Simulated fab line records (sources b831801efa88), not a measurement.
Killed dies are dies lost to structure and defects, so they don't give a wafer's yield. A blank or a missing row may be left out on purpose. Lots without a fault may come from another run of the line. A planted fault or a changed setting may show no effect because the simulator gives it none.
Which of the tools did it? :: flow sky130 :: 36 wafers from 12 lots sampled at 2 of the route's 708 steps

== WHAT THE GAUGES SHOWED, per wafer ==
SKY_VIA4_OVL_MEAS_11.
lot: L732
measured: day 42 19:56
on: overlay-01
VIA4_OVL (nm): -1.7 -0.2 0.6

lot: L733
measured: day 43 04:26
on: overlay-01
VIA4_OVL (nm): 0.3 2.5 0.8

lot: L734
measured: day 43 12:26
on: overlay-02
VIA4_OVL (nm): -0.4 -0.7 -0.3

lot: L735
measured: day 43 21:11
on: overlay-01
VIA4_OVL (nm): 0.1 -0.3 -1.1

lot: L737
measured: day 43 21:29
on: overlay-02
VIA4_OVL (nm): -1.8 -2.4 -1.1

lot: L740
measured: day 45 01:32
on: overlay-01
VIA4_OVL (nm): 0.7 2.0 0.5

lot: L741
measured: day 45 05:34
on: overlay-01
VIA4_OVL (nm): -0.8 0.6 0.8

lot: L748
measured: day 46 21:38
on: overlay-02
VIA4_OVL (nm): -0.7 -0.7 -1.6

lot: L749
measured: day 47 09:11
on: overlay-01
VIA4_OVL (nm): -0.6 2.0 -0.7

lot: L750
measured: day 47 14:16
on: overlay-02
VIA4_OVL (nm): 0.8 -0.4 1.4

lot: L753
measured: day 48 06:32
on: overlay-02
VIA4_OVL (nm): 0.0 0.2 0.0

lot: L755
measured: day 48 11:29
on: overlay-02
VIA4_OVL (nm): 0.4 0.1 0.2

== TOOL THAT RAN EACH LOT (tool first, then ch and the chambers of the sampled wafers, then the start) ==
lot: L732
SKY_VT_ADJUST_LVTN_STRIP_20: plasma asher-03 ch 1, day 7 16:52

lot: L733
SKY_VT_ADJUST_LVTN_STRIP_20: plasma asher-03 ch 0,1, day 8 01:24

lot: L734
SKY_VT_ADJUST_LVTN_STRIP_20: plasma asher-04 ch 0,1, day 8 08:40

lot: L735
SKY_VT_ADJUST_LVTN_STRIP_20: plasma asher-01 ch 0,1, day 8 12:55

lot: L737
SKY_VT_ADJUST_LVTN_STRIP_20: plasma asher-03 ch 0,1, day 9 01:16

lot: L740
SKY_VT_ADJUST_LVTN_STRIP_20: plasma asher-01 ch 0,1, day 9 19:34

lot: L741
SKY_VT_ADJUST_LVTN_STRIP_20: plasma asher-03 ch 0,1, day 10 00:49

lot: L748
SKY_VT_ADJUST_LVTN_STRIP_20: plasma asher-03 ch 0,1, day 12 03:25

lot: L749
SKY_VT_ADJUST_LVTN_STRIP_20: plasma asher-03 ch 0,1, day 12 13:19

lot: L750
SKY_VT_ADJUST_LVTN_STRIP_20: plasma asher-04 ch 0,1, day 12 17:52

lot: L753
SKY_VT_ADJUST_LVTN_STRIP_20: plasma asher-03 ch 0,1, day 13 21:40

lot: L755
SKY_VT_ADJUST_LVTN_STRIP_20: plasma asher-04 ch 0,1, day 14 03:10
- SKY_VT_ADJUST_LVTN_STRIP_20: strips in O2/N2.

== AS READ BY THE TOOLS THEMSELVES (means over the sampled wafers that have a number; for cases with no such wafer, the mark the record gives instead) ==
SKY_VT_ADJUST_LVTN_STRIP_20.
lot: L732
tool: plasma asher-03
drypump motor current A (A): 5.6
n2 flow sccm (sccm): 299.5
oes product au (a.u.): 0.714
strip time to endpoint s (s): 14.18

lot: L733
tool: plasma asher-03
drypump motor current A (A): 6.2
n2 flow sccm (sccm): 300.4
oes product au (a.u.): 0.715
strip time to endpoint s (s): 14.15

lot: L734
tool: plasma asher-04
drypump motor current A (A): 6.1
n2 flow sccm (sccm): 299.6
oes product au (a.u.): 0.710
strip time to endpoint s (s): 14.20

lot: L735
tool: plasma asher-01
drypump motor current A (A): 5.4
n2 flow sccm (sccm): 299.4
oes product au (a.u.): 0.715
strip time to endpoint s (s): 14.19

lot: L737
tool: plasma asher-03
drypump motor current A (A): 6.3
n2 flow sccm (sccm): 299.9
oes product au (a.u.): 0.717
strip time to endpoint s (s): 14.24

lot: L740
tool: plasma asher-01
drypump motor current A (A): 5.5
n2 flow sccm (sccm): 299.7
oes product au (a.u.): 0.713
strip time to endpoint s (s): 14.21

lot: L741
tool: plasma asher-03
drypump motor current A (A): 6.3
n2 flow sccm (sccm): 300.3
oes product au (a.u.): 0.718
strip time to endpoint s (s): 14.14

lot: L748
tool: plasma asher-03
drypump motor current A (A): 5.9
n2 flow sccm (sccm): 300.5
oes product au (a.u.): 0.715
strip time to endpoint s (s): 14.14

lot: L749
tool: plasma asher-03
drypump motor current A (A): 5.9
n2 flow sccm (sccm): 299.0
oes product au (a.u.): 0.715
strip time to endpoint s (s): 14.21

lot: L750
tool: plasma asher-04
drypump motor current A (A): 6.1
n2 flow sccm (sccm): 299.2
oes product au (a.u.): 0.715
strip time to endpoint s (s): 14.21

lot: L753
tool: plasma asher-03
drypump motor current A (A): 6.2
n2 flow sccm (sccm): 300.3
oes product au (a.u.): 0.718
strip time to endpoint s (s): 14.22

lot: L755
tool: plasma asher-04
drypump motor current A (A): 6.1
n2 flow sccm (sccm): 300.2
oes product au (a.u.): 0.707
strip time to endpoint s (s): 14.18

== THE ANSWER, worked out from the rows above alone ==
Rule: the usual values come from the lots themselves. The widest of any qualifying gaps counts: lots, ordered by their means at a reading, are off when they make up no more than a third of the lots, leave a main group of 4 or more, and stand apart from it by 3 or more times the standard deviation of that group's means. Not used: any main group whose means are identical at the precision the tables above print for the reading. Also off: a lot with no number at a reading for which 4 or more lots have one. Any other lot the step has rows for is counted as sound. First the gauges in route order, then the tools' own readings, where a lot's mean is used as printed above. The first step at which some lot is off is used, and at that step the reading that is off furthest; a lot without a number counts as furthest.
No lot is off at any reading shown: from this, nothing can be told.

== WHAT THE SIMULATOR HAD PUT IN ==
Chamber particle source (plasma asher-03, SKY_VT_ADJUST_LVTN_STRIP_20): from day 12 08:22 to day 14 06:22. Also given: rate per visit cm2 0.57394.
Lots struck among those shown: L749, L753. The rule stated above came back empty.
